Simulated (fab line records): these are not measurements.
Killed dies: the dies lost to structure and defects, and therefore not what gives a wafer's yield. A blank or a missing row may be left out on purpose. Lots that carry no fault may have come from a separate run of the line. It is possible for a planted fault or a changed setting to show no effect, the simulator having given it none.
fab line records	flow sky130
record: lots: 5	wafers: 15	last_day: 49
route steps=708 shown NWELL@67 PWDE@84 VT_ADJUST_HVTP@85 VT_ADJUST_LVTN@97
lots that met no fault: taken from a fault-free run of the same line
start_h: the number of hours between the record's first day and the start of the first shown wafer of the lot	wait_h: hours from the lot's prior step to this one	" unchanged from the row above	L1.1+2: a row that stands for several wafers	- no value, or no start given	* or withheld: withheld	< > ~ a bound
route shown NAME@n: NAME is a module with steps in the file, n the number in the route of the first one	usual: mean and standard deviation over wafers with no fault	same: alike in all rows	chamber/n: place in a boat	sites: readings site by site	_std_site: standard deviation of those values	_edge_site: the outer-site mean with the inner-site mean subtracted	radius_mm: how far each site lies from the wafer's centre	mask NAME#n: copy n	behind: the tool/chamber that last shaped the wafer	hold: cause of the lot's hold/its duration in hours/its outcome	device: the n, p or np transistor that did not switch	end of line: tests of these same wafers at the route's end	step lacking rows: just its recipe	killed: not the wafer's yield, but the dies lost to structure and defects at the first sort	map: a wafer's dies, x killed, . not, _ none there
set.NAME: the setting as run; set.NAME@STEP: as run at that earlier step	model.NAME: the simulator's own value behind a step, which no gauge read
a table for each step, a row for each wafer; lots at some steps of the route
services: when a tool's chamber went out of use (start_h, in hours from the record's first day, below 0 if earlier), for how many hours, and the reason
== steps ==
step: SKY_NWELL_STRIP_14
recipe: chemistry: O2/N2	power_w: 1400	pressure_mtorr: 1500	platen_temp_c: withheld	o2_flow_sccm: 3000	n2_flow_sccm: 300	overash_fraction: 0.5
usual: drypump_motor_current_A: 5.33/0.24	oes_product_au: 0.723/0.0043	strip_time_to_endpoint_s: 36.86/0.081
lot.wafer	tool	chamber	start_h	wait_h	drypump_motor_current_A	oes_product_au	rf_hours_counter_h	strip_time_to_endpoint_s
L074.4	plasma_asher-01	1	83.54	0.1	5.57	0.725	-	37.00
L074.5	"	1	"	"	5.56	0.719	-	36.94
L074.6	"	0	"	"	5.14	0.722	-	36.89
L082.3	plasma_asher-01	0	134.22	0.1	5.15	0.722	-	36.72
L082.5	"	0	"	"	5.14	0.723	-	36.89
L082.6	"	1	"	"	5.58	0.721	-	36.86
L085.1	plasma_asher-02	0	152.84	0.1	5.61	0.718	47	36.94
L085.2	"	1	"	"	5.12	0.723	47	36.77
L085.5	"	0	"	"	5.62	0.723	-	36.98
L087.2	plasma_asher-01	1	159.83	0.1	5.55	0.723	47	36.73
L087.4	"	1	"	"	5.55	0.722	-	36.82
L087.5	"	0	"	"	5.14	0.717	-	36.87
L091.2	plasma_asher-03	1	185.73	0.1	4.95	0.727	7	37.00
L091.3	"	1	"	"	4.93	0.722	-	36.94
L091.4	"	0	"	"	5.47	0.727	-	36.94
step: SKY_NWELL_TW_MEAS_15
usual: NWELL_TW: 1811/12
lot.wafer	tool	chamber	start_h	wait_h	NWELL_TW
L074.4	film_metro-04	-	83.64	0.1	1829
L074.5	"	-	"	"	1825
L074.6	"	-	"	"	1830
L082.3	film_metro-02	-	134.31	0.1	1796
L082.5	"	-	"	"	1795
L082.6	"	-	"	"	1800
L085.1	film_metro-02	-	152.94	0.1	1797
L085.2	"	-	"	"	1791
L085.5	"	-	"	"	1799
L087.2	film_metro-03	-	159.94	0.1	1816
L087.4	"	-	"	"	1807
L087.5	"	-	"	"	1816
L091.2	film_metro-03	-	185.84	0.1	1812
L091.3	"	-	"	"	1817
L091.4	"	-	"	"	1828
step: SKY_NWELL_DEHYDRATE_16
recipe: temp_c: 200	time_s: 60
lot.wafer	tool	chamber	start_h	wait_h
L074.4+5+6	litho_track-04	0	92.02	8.4
L082.3+5+6	litho_track-04	0	142.95	8.6
L085.1+2+5	litho_track-04	0	161.50	8.6
L087.2+4+5	litho_track-03	0	169.72	9.8
L091.2+3+4	litho_track-03	0	196.77	10.9
step: SKY_NWELL_HMDS_17
recipe: prime_time_s: 60	prime_temp_c: 120
lot.wafer	tool	chamber	start_h	wait_h
L074.4+5+6	litho_track-04	0	92.17	0.1
L082.3+5+6	litho_track-04	0	143.10	0.1
L085.1+2+5	litho_track-04	0	161.65	0.1
L087.2+4+5	litho_track-03	0	169.87	0.1
L091.2+3+4	litho_track-03	0	196.92	0.1
step: SKY_NWELL_COAT_18
recipe: spin_rpm: 2000	resist_thk_nm: 3000
lot.wafer	tool	chamber	start_h	wait_h
L074.4+5+6	litho_track-04	0	92.32	0.1
L082.3+5+6	litho_track-04	0	143.25	0.1
L085.1+2+5	litho_track-04	0	161.80	0.1
L087.2+4+5	litho_track-03	0	170.02	0.1
L091.2+3+4	litho_track-03	0	197.07	0.1
step: SKY_NWELL_SOFTBAKE_19
recipe: temp_c: 110	time_s: withheld
lot.wafer	tool	chamber	start_h	wait_h
L074.4+5+6	litho_track-04	0	92.50	0.1
L082.3+5+6	litho_track-04	0	143.42	0.1
L085.1+2+5	litho_track-04	0	161.95	0.1
L087.2+4+5	litho_track-03	0	170.17	0.1
L091.2+3+4	litho_track-03	0	197.22	0.1
step: SKY_NWELL_EXPOSE_20
recipe: mask_id: NWM_COMPLEMENT	na: 0.6	source_shape: conventional	sigma_outer: 0.6	polarization: unpolarized	target_cd_nm: 840	dose_mj: 260
same: na: 0.6
lot.wafer	tool	chamber	start_h	wait_h	mask
L074.4+5+6	iline_stepper-01	0	-	-	NWM_COMPLEMENT#0
L082.3+5+6	iline_stepper-01	0	-	-	NWM_COMPLEMENT#0
L085.1+2+5	iline_stepper-02	0	-	-	NWM_COMPLEMENT#0
L087.2+4+5	iline_stepper-01	0	-	-	NWM_COMPLEMENT#0
L091.2+3+4	iline_stepper-02	0	-	-	NWM_COMPLEMENT#0
step: SKY_NWELL_PEB_21
recipe: temp_c: 115	time_s: withheld
lot.wafer	tool	chamber	start_h	wait_h
L074.4+5+6	litho_track-02	0	-	-
L082.3+5+6	litho_track-04	0	-	-
L085.1+2+5	litho_track-02	0	-	-
L087.2+4+5	litho_track-03	0	-	-
L091.2+3+4	litho_track-02	0	-	-
step: SKY_NWELL_DEVELOP_22
recipe: wall_angle_deg: 90	developer: TMAH	develop_time_s: 60	dev_temp_c: 23
lot.wafer	tool	chamber	start_h	wait_h
L074.4+5+6	litho_track-02	0	-	-
L082.3+5+6	litho_track-04	0	-	-
L085.1+2+5	litho_track-02	0	-	-
L087.2+4+5	litho_track-03	0	-	-
L091.2+3+4	litho_track-02	0	-	-
step: SKY_NWELL_OVL_MEAS_23
usual: NWELL_01_OVL: 0.1/1.4
lot.wafer	tool	chamber	start_h	wait_h	NWELL_01_OVL[nm]
L074.4	overlay-01	-	100.54	-	0.2
L074.5	"	-	"	"	0.1
L074.6	"	-	"	"	0.3
L082.3	overlay-01	-	153.86	-	-0.1
L082.5	"	-	"	"	-1.0
L082.6	"	-	"	"	-1.4
L085.1	overlay-01	-	172.57	-	-0.1
L085.2	"	-	"	"	-0.3
L085.5	"	-	"	"	0.7
L087.2	overlay-02	-	180.50	-	0.7
L087.4	"	-	"	"	-0.4
L087.5	"	-	"	"	2.7
L091.2	overlay-01	-	207.48	-	-0.6
L091.3	"	-	"	"	-1.7
L091.4	"	-	"	"	-0.9
step: SKY_NWELL_IMPLANT_24
recipe: species: B	energy_kev: 140	dose_cm2: 9.2e+12	tilt_deg: withheld
lot.wafer	tool	chamber	start_h	wait_h
L074.4+5+6	implanter-01	0	100.63	0.1
L082.3+5+6	implanter-03	0	153.94	0.1
L085.1+2+5	implanter-04	0	172.61	0.0
L087.2+4+5	implanter-01	0	180.55	0.0
L091.2+3+4	implanter-04	0	207.53	0.0
step: SKY_NWELL_STRIP_25
recipe: chemistry: O2/N2	power_w: 1400	pressure_mtorr: 1500	platen_temp_c: withheld	o2_flow_sccm: 3000	n2_flow_sccm: 300	overash_fraction: 0.5
usual: drypump_motor_current_A: 5.31/0.25	oes_product_au: 0.722/0.0047	strip_time_to_endpoint_s: 36.89/0.093
lot.wafer	tool	chamber	start_h	wait_h	drypump_motor_current_A	oes_product_au	rf_hours_counter_h	strip_time_to_endpoint_s
L074.4	plasma_asher-02	1	100.74	0.1	5.14	0.721	-	36.83
L074.5	"	0	"	"	5.60	0.720	-	36.94
L074.6	"	1	"	"	5.13	0.727	-	36.93
L082.3	plasma_asher-02	0	154.07	0.1	5.64	0.718	-	36.90
L082.5	"	1	"	"	5.13	0.724	-	36.83
L082.6	"	0	"	"	5.64	0.726	-	36.90
L085.1	plasma_asher-01	0	172.76	0.1	5.15	0.723	48	36.86
L085.2	"	1	"	"	5.55	0.722	48	36.77
L085.5	"	0	"	"	5.15	0.726	-	36.84
L087.2	plasma_asher-01	1	180.68	0.1	5.55	0.719	49	36.69
L087.4	"	0	"	"	5.15	0.718	-	36.68
L087.5	"	1	"	"	5.55	0.719	-	36.77
L091.2	plasma_asher-03	0	207.66	0.1	5.47	0.724	9	36.77
L091.3	"	0	"	"	5.44	0.725	-	36.73
L091.4	"	1	"	"	4.97	0.715	-	36.80
step: SKY_NWELL_TW_MEAS_26
usual: NWELL_2_TW: 494.9/2.9
lot.wafer	tool	chamber	start_h	wait_h	NWELL_2_TW
L074.4	film_metro-04	-	100.84	0.1	490.7
L074.5	"	-	"	"	490.9
L074.6	"	-	"	"	495.5
L082.3	film_metro-04	-	154.16	0.1	495.7
L082.5	"	-	"	"	495.7
L082.6	"	-	"	"	495.8
L085.1	film_metro-03	-	172.86	0.1	495.2
L085.2	"	-	"	"	496.6
L085.5	"	-	"	"	496.6
L087.2	film_metro-02	-	180.79	0.1	486.9
L087.4	"	-	"	"	486.2
L087.5	"	-	"	"	489.0
L091.2	film_metro-03	-	207.77	0.1	492.3
L091.3	"	-	"	"	493.9
L091.4	"	-	"	"	492.9
step: SKY_NWELL_CLEAN_27
recipe: chemistry: SC1/SC2	mix: 1:4:20	temp_c: 70	time_s: 150	dry: n2_spin
usual: bath_heat_duty_pct: 14.3/0.9
lot.wafer	tool	chamber	start_h	wait_h	bath_heat_duty_pct
L074.4	wet_bench-03	1	100.87	0.0	13.5
L074.5	"	1	"	"	13.9
L074.6	"	1	"	"	14.5
L082.3	wet_bench-02	1	154.20	0.0	14.0
L082.5	"	1	"	"	14.9
L082.6	"	1	"	"	13.1
L085.1	wet_bench-04	3	172.92	0.1	13.9
L085.2	"	3	"	"	14.5
L085.5	"	3	"	"	14.1
L087.2	wet_bench-04	1	180.84	0.0	13.7
L087.4	"	1	"	"	14.3
L087.5	"	1	"	"	14.5
L091.2	wet_bench-04	1	207.82	0.0	14.9
L091.3	"	1	"	"	15.0
L091.4	"	1	"	"	13.4
step: SKY_NWELL_RTA_28
recipe: temp_c: 1050	time_s: 30	idle_temp_c: 650	ramp_up_c_per_s: 150	ramp_down_c_per_s: 90	ambient: N2
usual: anneal_temp_c_max: 1056.4/2.2	lamp_power_pct: 25.29/0.056	wafer_temp_C_max: 1054.9/1
lot.wafer	tool	chamber	start_h	wait_h	anneal_temp_c_max	lamp_power_pct	wafer_temp_C_max
L074.4	rtp_anneal-01	0	100.97	0.1	1057.0	25.24	1055.2
L074.5	"	0	"	"	1057.5	25.30	1054.8
L074.6	"	0	"	"	1057.5	25.31	1053.7
L082.3	rtp_anneal-01	0	154.28	0.0	1059.4	25.35	1053.9
L082.5	"	0	"	"	1059.4	25.31	1056.5
L082.6	"	0	"	"	1055.8	25.19	1055.5
L085.1	rtp_anneal-02	0	172.97	0.0	1054.0	25.36	1055.0
L085.2	"	0	"	"	1054.6	25.32	1058.9
L085.5	"	0	"	"	1054.4	25.24	1055.0
L087.2	rtp_anneal-02	0	180.90	0.0	1053.8	25.38	1053.9
L087.4	"	0	"	"	1054.0	25.28	1054.3
L087.5	"	0	"	"	1053.9	25.27	1054.0
L091.2	rtp_anneal-02	0	207.89	0.0	1053.4	25.28	1054.7
L091.3	"	0	"	"	1053.7	25.28	1056.6
L091.4	"	0	"	"	1053.8	25.34	1055.0
step: SKY_NWELL_RS_MEAS_29
recipe: thk_meas_gauge: four-point-probe
usual: NWELL_RS: 625.0/1.7
lot.wafer	tool	chamber	start_h	wait_h	NWELL_RS[ohm/sq]
L074.4	film_metro-03	-	101.08	0.1	624.9
L074.5	"	-	"	"	625.8
L074.6	"	-	"	"	626.9
L082.3	film_metro-04	-	154.39	0.1	622.2
L082.5	"	-	"	"	623.6
L082.6	"	-	"	"	623.4
L085.1	film_metro-02	-	173.07	0.1	623.6
L085.2	"	-	"	"	623.9
L085.5	"	-	"	"	625.4
L087.2	film_metro-03	-	181.04	0.1	623.7
L087.4	"	-	"	"	625.0
L087.5	"	-	"	"	624.2
L091.2	film_metro-03	-	207.99	0.1	627.1
L091.3	"	-	"	"	625.4
L091.4	"	-	"	"	624.9
step: SKY_NWELL_RS_MEAS_31
recipe: thk_meas_gauge: four-point-probe
usual: PWDE_RS: 5280/18
lot.wafer	tool	chamber	start_h	wait_h	PWDE_RS[ohm/sq]
L074.4	film_metro-03	-	101.32	0.1	5285
L074.5	"	-	"	"	5277
L074.6	"	-	"	"	5278
L082.3	film_metro-04	-	154.63	0.1	5274
L082.5	"	-	"	"	5281
L082.6	"	-	"	"	5265
L085.1	film_metro-02	-	173.31	0.1	5242
L085.2	"	-	"	"	5254
L085.5	"	-	"	"	5250
L087.2	film_metro-03	-	181.28	0.1	5266
L087.4	"	-	"	"	5244
L087.5	"	-	"	"	5249
L091.2	film_metro-03	-	208.23	0.1	5283
L091.3	"	-	"	"	5288
L091.4	"	-	"	"	5282
step: SKY_VT_ADJUST_HVTP_DEHYDRATE_00
recipe: temp_c: 200	time_s: 60
lot.wafer	tool	chamber	start_h	wait_h
L074.4+5+6	litho_track-04	0	110.37	9.0
L082.3+5+6	litho_track-01	0	163.39	8.7
L085.1+2+5	litho_track-03	0	182.79	9.5
L087.2+4+5	litho_track-03	0	191.47	10.2
L091.2+3+4	litho_track-03	0	218.37	10.1
step: SKY_VT_ADJUST_HVTP_HMDS_01
recipe: prime_time_s: 60	prime_temp_c: 120
lot.wafer	tool	chamber	start_h	wait_h
L074.4+5+6	litho_track-04	0	110.52	0.1
L082.3+5+6	litho_track-01	0	163.54	0.1
L085.1+2+5	litho_track-03	0	182.94	0.1
L087.2+4+5	litho_track-03	0	191.62	0.1
L091.2+3+4	litho_track-03	0	218.52	0.1
step: SKY_VT_ADJUST_HVTP_COAT_02
recipe: resist: NOVOLAK	spin_rpm: 3000	resist_thk_nm: 1140
lot.wafer	tool	chamber	start_h	wait_h
L074.4+5+6	litho_track-04	0	110.67	0.1
L082.3+5+6	litho_track-01	0	163.69	0.1
L085.1+2+5	litho_track-03	0	183.09	0.1
L087.2+4+5	litho_track-03	0	191.77	0.1
L091.2+3+4	litho_track-03	0	218.67	0.1
step: SKY_VT_ADJUST_HVTP_SOFTBAKE_03
recipe: temp_c: 90	time_s: 60	resist: NOVOLAK
lot.wafer	tool	chamber	start_h	wait_h
L074.4+5+6	litho_track-04	0	110.82	0.1
L082.3+5+6	litho_track-01	0	163.84	0.1
L085.1+2+5	litho_track-03	0	183.24	0.1
L087.2+4+5	litho_track-03	0	191.92	0.1
L091.2+3+4	litho_track-03	0	218.82	0.1
step: SKY_VT_ADJUST_HVTP_EXPOSE_04
recipe: mask_id: HVTPM	na: 0.6	source_shape: conventional	sigma_outer: 0.6	polarization: unpolarized	target_cd_nm: 380	dose_mj: 140
same: na: 0.6
lot.wafer	tool	chamber	start_h	wait_h	mask
L074.4+5+6	iline_stepper-02	0	-	-	HVTPM#0
L082.3+5+6	iline_stepper-02	0	-	-	HVTPM#0
L085.1+2+5	iline_stepper-01	0	-	-	HVTPM#0
L087.2+4+5	iline_stepper-01	0	-	-	HVTPM#0
L091.2+3+4	iline_stepper-01	0	-	-	HVTPM#0
step: SKY_VT_ADJUST_HVTP_PEB_05
recipe: temp_c: withheld	time_s: *	resist: NOVOLAK
lot.wafer	tool	chamber	start_h	wait_h
L074.4+5+6	litho_track-03	0	-	-
L082.3+5+6	litho_track-03	0	-	-
L085.1+2+5	litho_track-04	0	-	-
L087.2+4+5	litho_track-03	0	-	-
L091.2+3+4	litho_track-04	0	-	-
step: SKY_VT_ADJUST_HVTP_DEVELOP_06
recipe: resist: NOVOLAK	developer: TMAH	develop_time_s: 60	dev_temp_c: 23
lot.wafer	tool	chamber	start_h	wait_h
L074.4+5+6	litho_track-03	0	119.72	0.1
L082.3+5+6	litho_track-03	0	174.29	0.1
L085.1+2+5	litho_track-04	0	194.65	0.1
L087.2+4+5	litho_track-03	0	202.72	0.1
L091.2+3+4	litho_track-04	0	228.72	0.1
step: SKY_VT_ADJUST_HVTP_CD_MEAS_07
recipe: target_cd_nm: 380
usual: cd_nm: 379.4/2.3
lot.wafer	tool	chamber	start_h	wait_h	cd_nm
L074.4	cd_sem-01	-	119.85	0.1	377.4
L074.5	"	-	"	"	373.9
L074.6	"	-	"	"	376.5
L082.3	cd_sem-02	-	174.43	0.1	376.7
L082.5	"	-	"	"	376.2
L082.6	"	-	"	"	378.4
L085.1	cd_sem-02	-	194.80	0.1	378.7
L085.2	"	-	"	"	378.3
L085.5	"	-	"	"	377.5
L087.2	cd_sem-02	-	202.86	0.1	378.3
L087.4	"	-	"	"	379.9
L087.5	"	-	"	"	380.2
L091.2	cd_sem-02	-	228.87	0.1	374.8
L091.3	"	-	"	"	377.4
L091.4	"	-	"	"	379.6
step: SKY_VT_ADJUST_HVTP_OVL_MEAS_08
usual: VT_ADJUST_HVTP_OVL: 0.9/1.5
lot.wafer	tool	chamber	start_h	wait_h	VT_ADJUST_HVTP_OVL[nm]
L074.4	overlay-02	-	119.93	0.1	1.6
L074.5	"	-	"	"	2.4
L074.6	"	-	"	"	3.8
L082.3	overlay-02	-	174.52	0.1	1.1
L082.5	"	-	"	"	2.2
L082.6	"	-	"	"	-0.4
L085.1	overlay-02	-	194.92	0.1	2.8
L085.2	"	-	"	"	2.1
L085.5	"	-	"	"	0.8
L087.2	overlay-01	-	202.97	0.1	-0.5
L087.4	"	-	"	"	-0.6
L087.5	"	-	"	"	0.8
L091.2	overlay-02	-	228.97	0.1	3.0
L091.3	"	-	"	"	3.9
L091.4	"	-	"	"	3.1
step: SKY_VT_ADJUST_HVTP_IMPLANT_09
recipe: species: As	energy_kev: 150	dose_cm2: 4.3e+12	tilt_deg: withheld
lot.wafer	tool	chamber	start_h	wait_h
L074.4+5+6	implanter-02	0	120.02	0.1
L082.3+5+6	implanter-04	0	174.60	0.1
L085.1+2+5	implanter-02	0	194.95	0.0
L087.2+4+5	implanter-01	0	203.02	0.0
L091.2+3+4	implanter-02	0	229.03	0.0
step: SKY_VT_ADJUST_HVTP_STRIP_10
recipe: chemistry: O2/N2	power_w: 1400	pressure_mtorr: 1500	platen_temp_c: withheld	o2_flow_sccm: 3000	n2_flow_sccm: 300	overash_fraction: 0.5
usual: drypump_motor_current_A: 5.6/0.4	oes_product_au: 0.716/0.0047	strip_time_to_endpoint_s: 14.14/0.039
lot.wafer	tool	chamber	start_h	wait_h	drypump_motor_current_A	oes_product_au	rf_hours_counter_h	strip_time_to_endpoint_s
L074.4	plasma_asher-04	0	120.13	0.1	6.1	0.723	-	14.09
L074.5	"	0	"	"	6.1	0.712	-	14.12
L074.6	"	1	"	"	5.7	0.719	-	14.12
L082.3	plasma_asher-04	1	174.73	0.1	5.7	0.718	-	14.13
L082.5	"	1	"	"	5.6	0.717	-	14.11
L082.6	"	0	"	"	6.1	0.726	-	14.10
L085.1	plasma_asher-02	0	195.10	0.1	5.6	0.715	51	14.13
L085.2	"	1	"	"	5.1	0.719	51	14.11
L085.5	"	1	"	"	5.2	0.708	-	14.15
L087.2	plasma_asher-02	0	203.15	0.1	5.7	0.716	52	14.09
L087.4	"	1	"	"	5.2	0.712	-	14.11
L087.5	"	0	"	"	5.6	0.717	-	14.12
L091.2	plasma_asher-03	1	229.15	0.1	4.9	0.720	11	14.17
L091.3	"	1	"	"	5.0	0.723	-	14.12
L091.4	"	0	"	"	5.4	0.710	-	14.09
step: SKY_VT_ADJUST_HVTP_TW_MEAS_11
usual: VT_ADJUST_HVTP_TW: 1346/14
lot.wafer	tool	chamber	start_h	wait_h	VT_ADJUST_HVTP_TW
L074.4	film_metro-01	-	120.23	0.1	1325
L074.5	"	-	"	"	1332
L074.6	"	-	"	"	1333
L082.3	film_metro-01	-	174.82	0.1	1332
L082.5	"	-	"	"	1332
L082.6	"	-	"	"	1334
L085.1	film_metro-04	-	195.20	0.1	1358
L085.2	"	-	"	"	1355
L085.5	"	-	"	"	1361
L087.2	film_metro-01	-	203.26	0.1	1329
L087.4	"	-	"	"	1329
L087.5	"	-	"	"	1333
L091.2	film_metro-01	-	229.26	0.1	1329
L091.3	"	-	"	"	1323
L091.4	"	-	"	"	1332
step: SKY_VT_ADJUST_LVTN_DEHYDRATE_00
recipe: temp_c: 200	time_s: 60
lot.wafer	tool	chamber	start_h	wait_h
L074.4+5+6	litho_track-04	0	129.52	9.3
L082.3+5+6	litho_track-04	0	184.30	9.5
L085.1+2+5	litho_track-04	0	204.55	9.3
L087.2+4+5	litho_track-02	0	212.60	9.3
L091.2+3+4	litho_track-04	0	240.57	11.3
step: SKY_VT_ADJUST_LVTN_HMDS_01
recipe: prime_time_s: 60	prime_temp_c: 120
lot.wafer	tool	chamber	start_h	wait_h
L074.4+5+6	litho_track-04	0	129.67	0.1
L082.3+5+6	litho_track-04	0	184.45	0.1
L085.1+2+5	litho_track-04	0	204.70	0.1
L087.2+4+5	litho_track-02	0	212.75	0.1
L091.2+3+4	litho_track-04	0	240.72	0.1
step: SKY_VT_ADJUST_LVTN_COAT_02
recipe: spin_rpm: 2000	resist_thk_nm: 3000
lot.wafer	tool	chamber	start_h	wait_h
L074.4+5+6	litho_track-04	0	129.82	0.1
L082.3+5+6	litho_track-04	0	184.60	0.1
L085.1+2+5	litho_track-04	0	204.85	0.1
L087.2+4+5	litho_track-02	0	212.90	0.1
L091.2+3+4	litho_track-04	0	240.87	0.1
step: SKY_VT_ADJUST_LVTN_SOFTBAKE_03
recipe: temp_c: 110	time_s: withheld
lot.wafer	tool	chamber	start_h	wait_h
L074.4+5+6	litho_track-04	0	130.00	0.1
L082.3+5+6	litho_track-04	0	184.77	0.1
L085.1+2+5	litho_track-04	0	205.00	0.1
L087.2+4+5	litho_track-02	0	213.06	0.1
L091.2+3+4	litho_track-04	0	241.03	0.1
step: SKY_VT_ADJUST_LVTN_EXPOSE_04
recipe: mask_id: NWM_COMPLEMENT_LESS_NATIVE	na: 0.6	source_shape: conventional	sigma_outer: 0.6	polarization: unpolarized	target_cd_nm: 840	dose_mj: 194
same: na: 0.6
lot.wafer	tool	chamber	start_h	wait_h	mask
L074.4+5+6	iline_stepper-02	0	-	-	NWM_COMPLEMENT_LESS_NATIVE#0
L082.3+5+6	iline_stepper-02	0	-	-	NWM_COMPLEMENT_LESS_NATIVE#0
L085.1+2+5	iline_stepper-01	0	-	-	NWM_COMPLEMENT_LESS_NATIVE#0
L087.2+4+5	iline_stepper-02	0	-	-	NWM_COMPLEMENT_LESS_NATIVE#0
L091.2+3+4	iline_stepper-02	0	-	-	NWM_COMPLEMENT_LESS_NATIVE#0
step: SKY_VT_ADJUST_LVTN_PEB_05
recipe: temp_c: 115	time_s: withheld
lot.wafer	tool	chamber	start_h	wait_h
L074.4+5+6	litho_track-02	0	-	-
L082.3+5+6	litho_track-02	0	-	-
L085.1+2+5	litho_track-01	0	-	-
L087.2+4+5	litho_track-04	0	-	-
L091.2+3+4	litho_track-01	0	-	-
step: SKY_VT_ADJUST_LVTN_DEVELOP_06
recipe: wall_angle_deg: 90	developer: TMAH	develop_time_s: 60	dev_temp_c: 23
lot.wafer	tool	chamber	start_h	wait_h
L074.4+5+6	litho_track-02	0	-	-
L082.3+5+6	litho_track-02	0	-	-
L085.1+2+5	litho_track-01	0	-	-
L087.2+4+5	litho_track-04	0	-	-
L091.2+3+4	litho_track-01	0	-	-
== services ==
tool	chamber	start_h	hours	kind
wet_bench-04	-	59.92	1.9	pm
implanter-03	-	65.24	1.0	repair
implanter-04	-	65.75	7.3	repair
plasma_asher-01	-	67.37	2.0	repair
iline_stepper-02	-	70.16	0.8	repair
iline_stepper-02	0	74.81	-	calibration
implanter-04	-	87.89	3.6	pm
implanter-02	-	95.36	3.8	repair
implanter-01	-	98.21	1.1	repair
iline_stepper-01	-	100.73	12.0	repair
plasma_asher-03	-	102.17	2.3	repair
plasma_asher-03	-	108.75	9.0	pm
iline_stepper-02	-	112.69	1.7	pm
litho_track-04	-	120.01	-	consumable_replace:filter
rtp_anneal-02	-	127.76	6.1	pm
implanter-01	-	133.19	4.2	pm
implanter-03	-	139.09	3.8	repair
implanter-03	-	182.30	5.0	repair
implanter-03	-	190.45	2.6	repair
plasma_asher-04	-	223.91	1.5	repair
wet_bench-02	-	232.98	3.2	repair
iline_stepper-01	-	244.63	1.7	pm
implanter-04	-	246.13	1.7	repair
plasma_asher-01	-	249.75	5.9	repair
== key ==
fault none
